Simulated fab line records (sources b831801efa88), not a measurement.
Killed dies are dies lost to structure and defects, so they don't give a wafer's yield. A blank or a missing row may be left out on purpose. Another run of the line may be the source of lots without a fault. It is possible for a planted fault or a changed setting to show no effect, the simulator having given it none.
fab line records -- flow sky130
record: lots: 14, wafers: 42, lastDay: 50
route steps=708 shown VT_ADJUST_HVTR@137
lots that met no fault: taken from a fault-free run of the same line
startH: hours from the record's opening day to when the first of the lot's shown wafers began -- waitH: hours elapsed since this lot's preceding step -- " identical to the entry in the row above -- L1.1+2: one row covering several wafers at once -- - no value, or no start given -- * or withheld: withheld -- < > ~ a bound
route shown NAME@n: names a module that has steps shown in the file, with the first one's number in the route -- usual: the fault-free wafers' mean and standard deviation -- same: alike in all rows -- chamber/n: place in a boat -- sites: the reading at each site -- _std_site: the values' standard deviation -- _edge_site: the outer-site mean with the inner-site mean subtracted -- radiusMm: how far each site lies from the wafer's centre -- mask NAME#n: copy n -- behind: tool/chamber where the wafer was last shaped -- hold: cause of the lot's hold/its duration in hours/its outcome -- device: whichever transistor did not switch (one of n, p or np) -- end of line: the tests these same wafers got at the end of their route -- a step without rows: its recipe alone -- killed: count of dies lost to structure and defects at first sort (not the wafer's yield) -- map: dies across one wafer; x = killed, . = not, _ = none there
set.NAME: the run value of the setting; set.NAME@STEP: its run value at that earlier step -- model.NAME: the simulator's own value behind a step, which no gauge read
the route's steps for a sample of lots (tables are steps, rows are wafers)
== steps ==
step: SKY_VT_ADJUST_HVTR_DEVELOP_06
recipe: developTimeS: 60, devTempC: 23
lot.wafer,tool,chamber,startH,waitH
L278.1+4+6,lithoTrack-01,0,204.99,0.1
L279.4+5+6,lithoTrack-04,0,211.33,0.1
L280.1+3+6,lithoTrack-02,0,216.56,0.1
L281.1+3+5,lithoTrack-01,0,221.99,0.1
L283.2+3+6,lithoTrack-01,0,238.02,0.1
L284.1+2+5,lithoTrack-04,0,248.76,0.1
L285.3+4+5,lithoTrack-02,0,253.71,0.1
L286.1+3+4,lithoTrack-01,0,259.29,0.1
L288.2+3+5,lithoTrack-01,0,277.92,0.1
L289.2+4+5,lithoTrack-01,0,284.77,0.1
L290.2+3+6,lithoTrack-01,0,291.62,0.1
L292.1+2+6,lithoTrack-04,0,306.86,0.1
L299.1+2+6,lithoTrack-02,0,355.26,0.1
L300.1+2+4,lithoTrack-04,0,365.26,0.1
step: SKY_VT_ADJUST_HVTR_CD_MEAS_07
recipe: targetCdNm: 380
usual: cdNm: 379.4/2.4
lot.wafer,tool,chamber,startH,waitH,cdNm
L278.1,cdSem-01,-,205.14,0.1,378.5
L278.4,cdSem-01,-,205.14,0.1,379.5
L278.6,cdSem-01,-,205.14,0.1,380.9
L279.4,cdSem-02,-,211.47,0.1,377.4
L279.5,cdSem-02,-,211.47,0.1,377.5
L279.6,cdSem-02,-,211.47,0.1,379.2
L280.1,cdSem-01,-,216.71,0.1,380.5
L280.3,cdSem-01,-,216.71,0.1,380.7
L280.6,cdSem-01,-,216.71,0.1,379.9
L281.1,cdSem-02,-,222.14,0.1,381.3
L281.3,cdSem-02,-,222.14,0.1,382.9
L281.5,cdSem-02,-,222.14,0.1,385.1
L283.2,cdSem-02,-,238.16,0.1,381.5
L283.3,cdSem-02,-,238.16,0.1,377.9
L283.6,cdSem-02,-,238.16,0.1,378.5
L284.1,cdSem-02,-,248.91,0.1,380.8
L284.2,cdSem-02,-,248.91,0.1,380.2
L284.5,cdSem-02,-,248.91,0.1,379.0
L285.3,cdSem-02,-,253.85,0.1,382.8
L285.4,cdSem-02,-,253.85,0.1,384.7
L285.5,cdSem-02,-,253.85,0.1,382.4
L286.1,cdSem-02,-,259.44,0.1,381.1
L286.3,cdSem-02,-,259.44,0.1,381.0
L286.4,cdSem-02,-,259.44,0.1,379.4
L288.2,cdSem-02,-,278.06,0.1,379.5
L288.3,cdSem-02,-,278.06,0.1,382.2
L288.5,cdSem-02,-,278.06,0.1,382.8
L289.2,cdSem-01,-,284.91,0.1,377.8
L289.4,cdSem-01,-,284.91,0.1,376.4
L289.5,cdSem-01,-,284.91,0.1,390.2
L290.2,cdSem-02,-,291.76,0.1,376.3
L290.3,cdSem-02,-,291.76,0.1,388.9
L290.6,cdSem-02,-,291.76,0.1,375.9
L292.1,cdSem-02,-,307.01,0.1,378.4
L292.2,cdSem-02,-,307.01,0.1,379.1
L292.6,cdSem-02,-,307.01,0.1,380.2
L299.1,cdSem-02,-,355.41,0.1,383.3
L299.2,cdSem-02,-,355.41,0.1,378.1
L299.6,cdSem-02,-,355.41,0.1,378.2
L300.1,cdSem-01,-,365.41,0.1,380.4
L300.2,cdSem-01,-,365.41,0.1,378.7
L300.4,cdSem-01,-,365.41,0.1,378.1
== key ==
firstSign: step: SKY_VT_ADJUST_HVTR_CD_MEAS_07, reading: cdNm, direction: up, sigmas: 4.3, usual: 379.4, struck: 389.6
effect none on later readings
metAt SKY_VT_ADJUST_HVTR_DEVELOP_06
struckLots L289,L290
struckWafers L289.5,L290.3
testerLeftOut L289,L290
onsetBetween 277.92 284.77
fault: kind: processParameterDrift, tool: lithoTrack-01, chamber: -, onsetH: 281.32, steps: SKY_VT_ADJUST_HVTR_DEVELOP_06, channel: developTimeS, offset: *, shape: step, endH: 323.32, scope: struckWafersOnly, actsIn: *, stated: *
testerLeftOut: of these lots the tester's yield and bins aren't shown, on N5 and GAA mostly nor the transistor test; their killed dies are dies lost to structure and defects alone, not to doping, threshold or leakage, so they don't give the yield
